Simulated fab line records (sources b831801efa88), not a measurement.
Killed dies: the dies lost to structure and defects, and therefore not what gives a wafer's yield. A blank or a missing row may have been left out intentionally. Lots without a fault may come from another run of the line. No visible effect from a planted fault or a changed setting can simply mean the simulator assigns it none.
Check for tools in common :: flow gf180mcu :: Sampled: 13 lots, 39 wafers

## REASON IT WAS OPENED
Of 13 lots, 3 have the reading STI_OXIDATION_THK flagged at GF_STI_THK_MEAS_02. Wafers without a fault read 10.03 nm, standard deviation 0.2.
Rule: a lot is flagged when every wafer of it that has a number lies more than 4 standard deviations from that mean, or none has a number. As for the other lots, they are considered sound.

lot: L871
measured: day 1 21:31
on: filmMetro-03
STI_OXIDATION_THK (nm), wafer by wafer: 9.99 9.86 9.84
flag: 

lot: L873
measured: day 2 07:31
on: filmMetro-03
STI_OXIDATION_THK (nm), wafer by wafer: 9.85 9.86 9.88
flag: 

lot: L874
measured: day 2 12:31
on: filmMetro-03
STI_OXIDATION_THK (nm), wafer by wafer: 10.04 9.97 10.04
flag: 

lot: L876
measured: day 2 22:59
on: filmMetro-02
STI_OXIDATION_THK (nm), wafer by wafer: 9.94 9.96 10.11
flag: 

lot: L877
measured: day 3 03:31
on: filmMetro-01
STI_OXIDATION_THK (nm), wafer by wafer: 13.37 13.64 13.40
flag: FLAGGED

lot: L878
measured: day 3 09:27
on: filmMetro-02
STI_OXIDATION_THK (nm), wafer by wafer: 13.45 13.37 13.39
flag: FLAGGED

lot: L879
measured: day 3 14:11
on: filmMetro-02
STI_OXIDATION_THK (nm), wafer by wafer: 13.75 13.61 13.71
flag: FLAGGED

lot: L880
measured: day 3 18:32
on: filmMetro-02
STI_OXIDATION_THK (nm), wafer by wafer: 10.21 10.05 9.90
flag: 

lot: L884
measured: day 4 15:01
on: filmMetro-03
STI_OXIDATION_THK (nm), wafer by wafer: 9.84 9.93 9.86
flag: 

lot: L885
measured: day 4 19:31
on: filmMetro-01
STI_OXIDATION_THK (nm), wafer by wafer: 10.32 10.21 10.07
flag: 

lot: L888
measured: day 5 10:34
on: filmMetro-02
STI_OXIDATION_THK (nm), wafer by wafer: 9.64 9.72 9.70
flag: 

lot: L891
measured: day 6 04:34
on: filmMetro-01
STI_OXIDATION_THK (nm), wafer by wafer: 10.07 10.01 10.04
flag: 

lot: L892
measured: day 6 08:30
on: filmMetro-01
STI_OXIDATION_THK (nm), wafer by wafer: 10.01 10.15 9.82
flag: 
Average over the flagged lots: 13.52 nm; offset from the usual +3.49 nm, equal to +17 standard deviations.

## WHICH TOOL RAN EACH LOT
The record holds 1 process step before the reading, out of a route of 602 steps. Cell contents, in order: the tool; ch with the chambers the sampled wafers went through; the start.
lot: L871
flag: 
GF_STI_OXIDATION_01: furnace-01 ch 0, day 1 20:07

lot: L873
flag: 
GF_STI_OXIDATION_01: furnace-02 ch 0, day 2 06:07

lot: L874
flag: 
GF_STI_OXIDATION_01: furnace-01 ch 0, day 2 11:07

lot: L876
flag: 
GF_STI_OXIDATION_01: furnace-02 ch 0, day 2 21:35

lot: L877
flag: FLAGGED
GF_STI_OXIDATION_01: furnace-02 ch 0, day 3 02:07

lot: L878
flag: FLAGGED
GF_STI_OXIDATION_01: furnace-02 ch 0, day 3 08:03

lot: L879
flag: FLAGGED
GF_STI_OXIDATION_01: furnace-02 ch 0, day 3 12:46

lot: L880
flag: 
GF_STI_OXIDATION_01: furnace-01 ch 0, day 3 17:07

lot: L884
flag: 
GF_STI_OXIDATION_01: furnace-01 ch 0, day 4 13:37

lot: L885
flag: 
GF_STI_OXIDATION_01: furnace-01 ch 0, day 4 18:07

lot: L888
flag: 
GF_STI_OXIDATION_01: furnace-01 ch 0, day 5 09:09

lot: L891
flag: 
GF_STI_OXIDATION_01: furnace-02 ch 0, day 6 03:11

lot: L892
flag: 
GF_STI_OXIDATION_01: furnace-02 ch 0, day 6 07:05
What these steps do:
- GF_STI_OXIDATION_01: stabilise 600 s, purge 300 s, target thk 10 nm.
- GF_STI_THK_MEAS_02

## FLAGGED OVER TOTAL, TOOL BY TOOL (the gauges that took the reading come last)
step: GF_STI_OXIDATION_01
tool: furnace-01
lots run: 6
flagged: 0
share of the flagged lots: none
sound lots run after its first flagged lot: -

step: GF_STI_OXIDATION_01
tool: furnace-02
lots run: 7
flagged: 3
share of the flagged lots: all
sound lots run after its first flagged lot: 2 (L891,L892)

step: GF_STI_THK_MEAS_02
tool: filmMetro-01
lots run: 4
flagged: 1
share of the flagged lots: some
sound lots run after its first flagged lot: 3 (L885,L891,L892)

step: GF_STI_THK_MEAS_02
tool: filmMetro-02
lots run: 5
flagged: 2
share of the flagged lots: some
sound lots run after its first flagged lot: 2 (L880,L888)

step: GF_STI_THK_MEAS_02
tool: filmMetro-03
lots run: 4
flagged: 0
share of the flagged lots: none
sound lots run after its first flagged lot: -

## THE TABLE: WHAT IT ALLOWS
Rows of the table that ran each flagged lot: 1, that is furnace-02 at GF_STI_OXIDATION_01.
- furnace-02 at GF_STI_OXIDATION_01 ran 7 lots, 3 of them flagged. Lots that were sound ran on it after the first flagged one (L891, L892); a persistent fault on the entire tool would not allow that.
Not one row of the table ran every flagged lot while running no sound lot after the first.

## WHAT THE SIMULATOR HAD INSERTED
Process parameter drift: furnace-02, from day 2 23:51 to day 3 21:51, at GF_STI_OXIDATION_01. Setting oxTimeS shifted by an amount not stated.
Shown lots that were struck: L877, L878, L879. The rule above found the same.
